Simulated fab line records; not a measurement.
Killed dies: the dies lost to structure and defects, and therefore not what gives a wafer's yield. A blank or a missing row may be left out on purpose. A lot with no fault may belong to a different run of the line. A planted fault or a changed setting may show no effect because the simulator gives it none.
Chamber matching -- flow sky130 -- SKY_FIELD_ISO_ETCH_17 on rie-si-02 has 4 sister chambers
The step etches Si in HBr/Cl2/O2, target depth 342 nm, time 97.7 s. 16 wafers are shown with their chamber, then 8 later ones without.

WAFERS, EACH WITH ITS CHAMBER
wafer,chamber,drypump-motor-current-A (A),oes-product-au (a.u.),throttle-valve-pct (%)
L414.2,3,5.9,1.005,25.653
L414.3,2,6.5,1.007,25.657
L414.6,1,6.7,1.013,25.638
L415.3,2,6.5,0.985,25.655
L415.4,1,6.7,1.003,25.653
L415.5,0,6.2,0.992,25.661
L420.3,3,5.8,1.009,25.661
L420.4,2,6.4,1.007,25.635
L420.5,3,5.8,1.010,25.651
L426.1,2,6.5,0.987,25.655
L426.3,1,6.7,1.014,25.648
L426.5,0,6.3,0.985,25.645
L427.3,2,6.5,0.989,25.669
L427.4,1,6.7,1.011,25.644
L427.6,0,6.3,0.985,25.677
L428.2,0,6.3,1.000,25.666

SIGNATURES, as means of the wafers listed above
reading,chamber 0,chamber 1,chamber 2,chamber 3,scatter within a chamber
drypump-motor-current-A,6.275,6.700,6.480,5.833,0.043
oes-product-au,0.99050,1.01025,0.99500,1.00800,0.0078
throttle-valve-pct,25.66225,25.64575,25.65420,25.65500,0.0104
Rule: for each reading, subtract the chamber's mean from the wafer's reading, divide by that reading's scatter and square the result; add these up over the readings and take the root, which gives the wafer's distance from the chamber. If the next closest chamber is less than 2 further off than the closest, the wafer can't be placed; otherwise it belongs to the closest. How the scatter is found: for the shown wafers, subtract from each reading the mean of its chamber, square and add these, divide the total by (wafers less chambers), then take the root.

WAFERS WHOSE CHAMBER IS MISSING
wafer,drypump-motor-current-A (A),oes-product-au (a.u.),throttle-valve-pct (%)
L428.5,5.9,1.010,25.653
L428.6,6.4,0.996,25.653
L431.2,5.8,0.998,25.658
L431.3,6.7,1.010,25.628
L431.4,6.7,1.002,25.644
L435.3,6.5,1.003,25.656
L435.4,5.8,1.013,25.642
L435.5,5.8,1.001,25.647

THE CHAMBER EACH PASSED THROUGH
wafer,from the rows above,in truth
L428.5,3,3
L428.6,can't be placed: 2 or 0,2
L431.2,3,3
L431.3,1,1
L431.4,1,1
L435.3,2,2
L435.4,3,3
L435.5,3,3
Correctly placed: 7 of 8. Unplaceable from these rows: 1, with the true chamber sitting among the candidates in 1. Placed wrongly: 0.
